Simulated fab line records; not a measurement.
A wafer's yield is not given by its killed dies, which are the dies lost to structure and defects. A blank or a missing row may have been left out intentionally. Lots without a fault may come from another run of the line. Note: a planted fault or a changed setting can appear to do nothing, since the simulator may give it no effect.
Problem report, 8D (eight disciplines) form, completed by code || flow sky130 || the parts of the form that need people (team, actions taken, sign-off) are left out

== 1. THE PROBLEM ==
Across 6 wafers from 2 lots, POLY_GATE_OXIDATION_THK at SKY_POLY_GATE_THK_MEAS_21 averages 5.88 nm, while fault-free wafers read 4.03 nm with a standard deviation of 0.069. Relative to the usual mean, that is a shift of +27 standard deviations.
First observed at day 21 12:50: wafer L421.2, on film_metro-01. The record holds 33 wafers of 11 lots with a number at this step. The rule behind "out" and "out of limits": a value lying over 4 standard deviations away from the usual mean. All remaining wafers that have a number are taken as sound.

== 2. WHAT IT IS, WHAT IT ISN'T ==
{"question": "which readings at this step", "is": "POLY_GATE_OXIDATION_THK", "is not": "-"}
{"question": "which lots", "is": "L421, L422", "is not": "L409, L411, L412, L414, L418, L427, L428, L430, L431"}
{"question": "which wafers of those lots", "is": "all that have a number", "is not": "-"}
{"question": "read on which gauges", "is": "film_metro-01, film_metro-02", "is not": "film_metro-04"}
{"question": "when", "is": "from day 21 12:50", "is not": "up to then (15 sound wafers); but 12 sound wafers of L427, L428, L430, L431 came after"}

== 3. SUSPECTS, AND WHAT RULES EACH OUT ==
Counting: a tool at any process step up to the reading remains a suspect when it ran all the lots that are out and ran no sound lot after the first of those.
- the gauge at SKY_POLY_GATE_THK_MEAS_21: ruled out. The wafers that are out were read on 2 gauges (film_metro-01, film_metro-02).
- plasma_asher-01 at SKY_DNWELL_STRIP_08 (strips in O2/N2): ruled out as a lasting fault. Sound lots L427, L428 ran on it after its first lot that is out, L421 (day 6 05:08).
- plasma_asher-01 at SKY_VT_ADJUST_LVTN_STRIP_20 (strips in O2/N2): ruled out as a lasting fault. Sound lots L431 ran on it after its first lot that is out, L421 (day 11 12:17).
- furnace-01 at SKY_POLY_GATE_OXIDATION_20 (stabilise 600 s, purge 300 s, target thk 4 nm): ruled out as a lasting fault. Sound lots L431 ran on it after its first lot that is out, L421 (day 21 11:34).
Left after counting: nothing in the record.

== 4. THE CAUSE (what the simulator had put in) ==
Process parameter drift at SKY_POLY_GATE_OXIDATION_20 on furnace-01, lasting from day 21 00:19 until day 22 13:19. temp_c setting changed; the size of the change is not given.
Counting ruled it out, wrongly: the rule takes a fault to strike every lot that its tool runs from its start on, and this one did not.

== 5. THE CHAIN OF EFFECTS, in route order ==
Rows list readings where the struck wafers' mean (over those with a number) sits beyond 3 standard deviations from the usual. Only readings for which the record gives a usual standard deviation are gone through. hours: the time from each lot's start at the first step in this table that gives one to its start at this step, as a median over the lots. sigmas: the change in usual standard deviations.
{"hours": 0, "step": "SKY_POLY_GATE_OXIDATION_20", "reading": "spike_tc_bottom_C", "usual": "872.5 C", "on struck wafers": 903.3, "change": "+30.8", "sigmas": "+28"}
{"hours": 0, "step": "SKY_POLY_GATE_OXIDATION_20", "reading": "spike_tc_centre_C", "usual": "850.6 C", "on struck wafers": 881.1, "change": "+30.5", "sigmas": "+33"}
{"hours": 0, "step": "SKY_POLY_GATE_OXIDATION_20", "reading": "spike_tc_lower_C", "usual": "851.8 C", "on struck wafers": 883.1, "change": "+31.3", "sigmas": "+32"}
{"hours": 0, "step": "SKY_POLY_GATE_OXIDATION_20", "reading": "spike_tc_top_C", "usual": "862.3 C", "on struck wafers": 891.3, "change": "+29.0", "sigmas": "+21"}
{"hours": 0, "step": "SKY_POLY_GATE_OXIDATION_20", "reading": "spike_tc_upper_C", "usual": "850.1 C", "on struck wafers": 879.9, "change": "+29.8", "sigmas": "+30"}
{"hours": 0, "step": "SKY_POLY_GATE_OXIDATION_20", "reading": "zone_power_top_pct", "usual": "28.5 %", "on struck wafers": 30.8, "change": "+2.3", "sigmas": "+4.0"}
{"hours": 1, "step": "SKY_POLY_GATE_THK_MEAS_21", "reading": "POLY_GATE_OXIDATION_THK", "usual": "4.03 nm", "on struck wafers": 5.88, "change": "+1.85", "sigmas": "+27"}
It contains these process steps:
- SKY_POLY_GATE_OXIDATION_20: stabilise 600 s, purge 300 s, target thk 4 nm.
At these later measuring or inspecting steps, every struck wafer for which the step has a row has a number for every such reading, and none has moved that far: SKY_LDD_P_TW_MEAS_11.

== 6. WHAT WOULD HAVE CAUGHT IT SOONER ==
13 hours passed between the start of the fault at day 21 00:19 and the first reading out of limits at a measuring or inspecting step in this record, taken at day 21 12:50.
At SKY_POLY_GATE_OXIDATION_20, the tool's own readings (spike_tc_bottom_C, spike_tc_centre_C, spike_tc_lower_C, spike_tc_top_C, spike_tc_upper_C) were out on each struck wafer the step has a row for, so an alarm limit on them would have fired on the first such wafer.
